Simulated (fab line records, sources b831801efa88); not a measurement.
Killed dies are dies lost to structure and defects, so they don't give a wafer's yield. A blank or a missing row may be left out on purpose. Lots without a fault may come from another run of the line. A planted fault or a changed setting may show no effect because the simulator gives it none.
Chamber matching | flow sky130 | SKY_VIA4_CMP_21 on cmp-02: 4 sister chambers
The step polishes, stops on SiO2, t overpolish 25 s, target thk 0 nm. 18 wafers are shown with their chamber, then 9 later ones without.

WAFERS WITH THEIR CHAMBER
wafer  | chamber | motor_current_A (A) | time_to_endpoint_s (s) | overpolish_run_s (s)
L354.1 | 0       | 10.5                | 122                    | 25.001
L354.3 | 3       | 10.7                | 125                    | 24.992
L354.6 | 0       | 11.2                | 123                    | 24.997
L361.3 | 1       | 11.6                | 124                    | 25.003
L361.4 | 0       | 11.0                | 129                    | 24.998
L361.6 | 1       | 12.9                | 129                    | 25.010
L365.1 | 0       | 10.1                | 125                    | 25.017
L365.5 | 1       | 12.1                | 119                    | 24.994
L365.6 | 0       | 10.6                | 122                    | 24.997
L366.1 | 2       | 11.0                | 121                    | 25.001
L366.2 | 3       | 11.7                | 123                    | 25.000
L366.6 | 2       | 10.6                | 119                    | 25.010
L367.1 | 0       | 10.6                | 126                    | 24.991
L367.5 | 2       | 10.6                | 123                    | 25.006
L367.6 | 3       | 11.0                | 123                    | 25.008
L371.1 | 1       | 12.7                | 122                    | 24.993
L371.2 | 2       | 11.0                | 124                    | 24.988
L371.4 | 0       | 11.0                | 127                    | 25.011

SIGNATURES (means of the wafers above)
reading            | chamber 0 | chamber 1 | chamber 2 | chamber 3 | scatter within a chamber
motor_current_A    | 10.714    | 12.325    | 10.800    | 11.133    | 0.43
time_to_endpoint_s | 124.86    | 123.50    | 121.75    | 123.67    | 2.84
overpolish_run_s   | 25.00171  | 25.00000  | 25.00125  | 25.00000  | 0.00882
Rule: a wafer's distance from a chamber is the root of the sum, over the readings, of the square of ((its reading less the chamber's mean) divided by the reading's scatter). The wafer belongs to the nearest chamber; if the next one is less than 2 further off, it can't be placed. The scatter: the root of (the sum of the squares of (reading less its chamber's mean) over the shown wafers, divided by (wafers less chambers)).

WAFERS WITHOUT THEIR CHAMBER
wafer  | motor_current_A (A) | time_to_endpoint_s (s) | overpolish_run_s (s)
L372.3 | 10.8                | 125                    | 24.995
L372.5 | 12.0                | 124                    | 25.011
L372.6 | 10.0                | 122                    | 24.996
L375.3 | 11.6                | 130                    | 24.998
L375.5 | 12.0                | 124                    | 24.999
L375.6 | 10.4                | 125                    | 25.011
L376.1 | 10.0                | 124                    | 25.005
L376.3 | 12.4                | 124                    | 25.000
L376.4 | 10.2                | 121                    | 24.999

WHICH CHAMBER EACH WENT THROUGH
wafer  | from the rows above               | in truth
L372.3 | can't be placed: 0 or 3 or 2      | 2
L372.5 | can't be placed: 1 or 3 or 2 or 0 | 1
L372.6 | can't be placed: 2 or 0 or 3      | 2
L375.3 | can't be placed: 3 or 0 or 1 or 2 | 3
L375.5 | can't be placed: 1 or 3           | 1
L375.6 | can't be placed: 0 or 2 or 3      | 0
L376.1 | can't be placed: 0 or 2 or 3      | 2
L376.3 | 1                                 | 1
L376.4 | can't be placed: 2 or 0 or 3      | 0
Placed correctly: 1 of 9. Can't be placed from these rows: 8 (the true chamber is among the candidates in 8). Placed wrongly: 0.
